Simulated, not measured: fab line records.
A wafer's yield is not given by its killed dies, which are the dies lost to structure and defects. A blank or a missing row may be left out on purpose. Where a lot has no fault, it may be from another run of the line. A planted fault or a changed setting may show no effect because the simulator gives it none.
Matching of chambers	flow sky130	4 sister chambers for SKY_FIELD_ISO_CMP_27 on cmp-02
The step polishes, stops on Si3N4, t overpolish 16 s, target thk 457.8 nm. 14 wafers are shown with their chamber, then 7 later ones without.

== EACH WAFER AND ITS CHAMBER ==
wafer	chamber	motor_current_A (A)	time_to_endpoint_s (s)	overpolish_run_s (s)
L624.2	2	13.0	118	15.997
L624.4	1	13.3	111	16.001
L624.5	0	11.6	108	16.007
L625.1	1	12.8	112	16.012
L625.2	0	10.9	110	15.979
L625.4	2	12.7	115	15.980
L627.1	2	12.4	106	15.997
L627.3	0	10.9	104	16.003
L627.4	3	12.0	107	15.999
L629.1	1	13.7	115	15.991
L629.3	0	11.0	114	15.996
L629.6	0	10.9	113	16.013
L630.1	1	13.5	109	16.006
L630.3	0	10.5	110	16.014

SIGNATURES (averages over the wafers above)
reading	chamber 0	chamber 1	chamber 2	chamber 3	scatter within a chamber
motor_current_A	10.967	13.325	12.700	12.000	0.355
time_to_endpoint_s	109.83	111.75	113.00	107.00	4.02
overpolish_run_s	16.00200	16.00250	15.99133	15.99900	0.0113
Rule: distance of a wafer from a chamber = root of the sum over the readings of ((wafer's reading minus chamber's mean) / reading's scatter) squared. If the next closest chamber is less than 2 further off than the closest, the wafer can't be placed; otherwise it belongs to the closest. The scatter is the square root of a quotient: the sum, over the shown wafers, of each reading's squared deviation from its chamber's mean, divided by wafers minus chambers.

== WAFERS WITHOUT THEIR CHAMBER ==
wafer	motor_current_A (A)	time_to_endpoint_s (s)	overpolish_run_s (s)
L630.5	12.1	116	16.009
L631.1	11.0	105	15.986
L631.5	12.2	112	16.008
L631.6	12.4	112	15.991
L638.1	10.6	113	16.007
L638.2	13.7	116	16.003
L638.4	13.4	118	15.998

== WHICH CHAMBER EACH ONE RAN IN ==
wafer	from the rows above	in truth
L630.5	can't be placed: 2 or 3 or 0 or 1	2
L631.1	can't be placed: 0 or 3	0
L631.5	can't be placed: 3 or 2 or 1 or 0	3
L631.6	can't be placed: 2 or 3 or 1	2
L638.1	0	0
L638.2	can't be placed: 1 or 2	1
L638.4	can't be placed: 1 or 2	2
Placed correctly: 1 of 7. These rows do not allow placing 6 (true chamber among the candidates in 6). Number placed wrongly: 0.
